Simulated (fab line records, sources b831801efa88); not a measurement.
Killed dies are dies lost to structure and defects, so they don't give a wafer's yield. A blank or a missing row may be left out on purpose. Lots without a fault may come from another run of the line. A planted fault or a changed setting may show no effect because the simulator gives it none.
One fault seen from 2 desks | flow gf180mcu | each desk has only its own numbers; what lay behind them comes last

THE METROLOGY DESK
What the gauges read, lot by lot, whatever tool the lot ran on: means of the sampled wafers that have a number. A lot is out of limits, marked OUT, if its mean lies more than 4 standard deviations from the usual mean; the brackets give that distance.
Columns: A = NSD_TW at GF_NSD_TW_MEAS_12, usual 4250; B = NSD_RS at GF_PSD_RS_MEAS_14, usual 46.14 ohm/sq; C = V1_OVL at GF_V1_OVL_MEAS_15, usual 1 nm; D = M2_ALCU_RS at GF_M2_RS_MEAS_05, usual 0.0690 ohm/sq
lot  | first seen here | A    | B                       | C   | D
L504 | day 13 07:44    | 4216 | 45.94                   | -1  | 0.0679
L505 | day 13 16:53    | 4364 | 45.97                   | -8  | 0.0694
L512 | day 16 20:32    | 4088 | 59.44 (+99 or more) OUT | 5   | 0.0688
L513 | day 17 08:11    | 4148 | 59.58 (+99 or more) OUT | 2   | 0.0695
L514 | day 17 18:52    | 4196 | 46.27                   | -11 | 0.0703
L516 | day 18 05:24    | 4237 | 46.30                   | 1   | 0.0682
L517 | day 18 17:10    | 4243 | 46.26                   | 7   | 0.0690
L522 | day 20 08:04    | 4195 | 46.21                   | 5   | 0.0688
L524 | day 20 11:15    | 4330 | 45.93                   | 6   | 0.0695
L525 | day 20 20:00    | 4251 | 45.99                   | 3   | 0.0694
L526 | day 21 04:47    | 4287 | 46.16                   | 5   | 0.0692
This desk's finding: out of limits on L512, L513; first on L512, day 17 20:07 (NSD_RS at GF_PSD_RS_MEAS_14). In limits: L504, L505, L514, L516, L517, L522, L524, L525, L526.

THE TOOL OWNER'S DESK: implanter-04
The tool's own readings at GF_NSD_IMPLANT_09: means of the sampled wafers that have a number, for each lot that ran on this tool. A lot is out of limits, marked OUT, if its mean lies more than 4 standard deviations from the usual mean; the brackets give that distance.
Columns: A = beam_on_s at GF_NSD_IMPLANT_09, usual 18.4 s; B = dose_ions_cm2 at GF_NSD_IMPLANT_09, usual 4e+15; C = faraday_current_uA at GF_NSD_IMPLANT_09, usual 11953
lot  | first seen here | A              | B                       | C
L504 | day 13 07:21    | 19.9           | 4e+15                   | 11037
L505 | day 13 16:30    | 19.9           | 4e+15                   | 11054
L512 | day 16 20:09    | 9.9 (-6.1) OUT | 2e+15 (-99 or more) OUT | 8498 (-4.0) OUT
L513 | day 17 07:50    | 9.9 (-6.1) OUT | 2e+15 (-99 or more) OUT | 8451 (-4.1) OUT
L525 | day 20 19:38    | 20.3           | 4e+15                   | 10813
This desk's finding: out of limits on L512, L513; first on L512, day 16 20:09 (beam_on_s at GF_NSD_IMPLANT_09). In limits: L504, L505, L525.

PUT TOGETHER
The tool owner's desk could have raised an alarm at day 16 20:09, on L512, L513.
The metrology desk could have raised an alarm at day 17 20:07, on L512, L513.
Of the lots named, all ran GF_NSD_IMPLANT_09 on implanter-04.

WHAT THE SIMULATOR HAD PUT IN
Process parameter drift: implanter-04, from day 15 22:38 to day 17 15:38, at GF_NSD_IMPLANT_09. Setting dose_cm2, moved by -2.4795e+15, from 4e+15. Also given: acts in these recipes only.
Lots struck among those shown: L512, L513.
Hours from the fault's start to each desk's first reading out of limits: the tool owner's desk, 22; the metrology desk, 45.
